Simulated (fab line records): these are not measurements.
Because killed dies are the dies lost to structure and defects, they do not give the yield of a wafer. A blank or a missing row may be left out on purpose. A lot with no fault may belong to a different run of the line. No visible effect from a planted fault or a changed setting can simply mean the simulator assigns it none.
Comparing a struck lot with a sound one | flow sky130 | 20 steps out of a route of 708
Sound: the wafers L480.3, L480.4, L480.5. The struck wafers were L485.1, L485.2, L485.5. The cause comes at the end.
Each step with rows lists, per side, the tool, then ch with its chambers, then its first start. Under that, the readings that differ: sound wafers | struck wafers | difference of the means | sigmas: that difference in standard deviations of wafers without a fault.
alike: a reading whose means differ by less than 2 such deviations, as well as words and numbers matching on both sides. not compared: withheld readings; readings where some wafer has no value; bounds like >300 that might hide an equal value; numbers whose values overlap and for which the record gives no deviation.
A row with sigmas, a row that says differs or no value, or rows on one side alone: a step with any of these is where the two part. When numbers do not overlap yet have no deviation, they are printed without sigmas and do not part them. A reading that every wafer of one side lacks parts them only if that side has two wafers or more.

first, 4 steps without rows for these wafers: SKY_VT_ADJUST_LVTN_SOFTBAKE_14 (time 60 s); SKY_VT_ADJUST_LVTN_EXPOSE_15 (exposes mask HVN STD DERIVED, target cd 600 nm); SKY_VT_ADJUST_LVTN_PEB_16; SKY_VT_ADJUST_LVTN_DEVELOP_17 (develop time 60 s).
SKY_VT_ADJUST_LVTN_OVL_MEAS_18:
  sound on overlay-01, day 9 21:07; struck on overlay-02, day 11 13:26
  reading                    | sound        | struck         | difference | sigmas
  VT_ADJUST_LVTN_01_OVL (nm) | -0.1 1.2 1.4 | -2.6 -1.3 -2.5 | -3.0       | -2
after that, 1 step had no rows for these wafers: SKY_VT_ADJUST_LVTN_IMPLANT_19.
SKY_VT_ADJUST_LVTN_STRIP_20: strips in O2/N2.
  sound on plasma asher-03 ch 0,1, day 9 21:19; struck on plasma asher-02 ch 0,1, day 11 13:38
  alike: drypump motor current A, o2 flow sccm, oes product au, strip time to endpoint s
  not compared: rf hours counter h
SKY_VT_ADJUST_LVTN_TW_MEAS_21:
  sound on film metro-01, day 9 21:25; struck on film metro-03, day 11 13:44
  alike: VT_ADJUST_LVTN_2_TW
then, 4 steps without rows for these wafers: SKY_VT_ADJUST_NCORE_DEHYDRATE_00 (time 60 s); SKY_VT_ADJUST_NCORE_HMDS_01 (prime time 60 s); SKY_VT_ADJUST_NCORE_COAT_02 (resist thk 1140 nm); SKY_VT_ADJUST_NCORE_SOFTBAKE_03 (time 60 s).
SKY_VT_ADJUST_NCORE_EXPOSE_04: exposes mask LVTN COMPLEMENT THIN, target cd 380 nm.
  sound on iline stepper-02 ch 0, day 10 08:53; struck on iline stepper-01 ch 0, day 12 01:30
  reading | sound                                                                | struck                  | difference | sigmas
  mask    | LVTN_COMPLEMENT_THIN#0 LVTN_COMPLEMENT_THIN#0 LVTN_COMPLEMENT_THIN#0 | HVTRM#0 HVTRM#0 HVTRM#0 | differs    |
then, 2 steps without rows for these wafers: SKY_VT_ADJUST_NCORE_PEB_05; SKY_VT_ADJUST_NCORE_DEVELOP_06 (develop time 60 s).
SKY_VT_ADJUST_NCORE_CD_MEAS_07: the cd target is 380 nm.
  sound on cd sem-02, day 10 19:41; struck on cd sem-02, day 12 13:11
  reading    | sound             | struck | difference                    | sigmas
  cd nm (nm) | 381.6 384.2 384.7 | - - -  | no value on the struck wafers |
SKY_VT_ADJUST_NCORE_OVL_MEAS_08:
  sound on overlay-02, day 10 19:47; struck on overlay-01, day 12 13:19
  reading                  | sound          | struck | difference                    | sigmas
  VT_ADJUST_NCORE_OVL (nm) | -1.5 -0.5 -3.1 | - - -  | no value on the struck wafers |
after that, 1 step had no rows for these wafers: SKY_VT_ADJUST_NCORE_IMPLANT_09.
SKY_VT_ADJUST_NCORE_STRIP_10: strips in O2/N2.
  sound on plasma asher-04 ch 0,1, day 10 19:59; struck on plasma asher-02 ch 0,1, day 12 13:30
  alike: drypump motor current A, o2 flow sccm, oes product au, strip time to endpoint s
  not compared: rf hours counter h
SKY_VT_ADJUST_NCORE_TW_MEAS_11:
  sound on film metro-03, day 10 20:05; struck on film metro-04, day 12 13:50
  reading            | sound             | struck         | difference | sigmas
  VT_ADJUST_NCORE_TW | 222.0 220.2 219.9 | 30.0 30.2 30.0 | -190.6     | -99 or more
  not compared: hold

WHERE THEY PART
Earliest at SKY_VT_ADJUST_LVTN_OVL_MEAS_18; latest, in this record, at SKY_VT_ADJUST_NCORE_TW_MEAS_11.

WHY: what had been put in by the simulator
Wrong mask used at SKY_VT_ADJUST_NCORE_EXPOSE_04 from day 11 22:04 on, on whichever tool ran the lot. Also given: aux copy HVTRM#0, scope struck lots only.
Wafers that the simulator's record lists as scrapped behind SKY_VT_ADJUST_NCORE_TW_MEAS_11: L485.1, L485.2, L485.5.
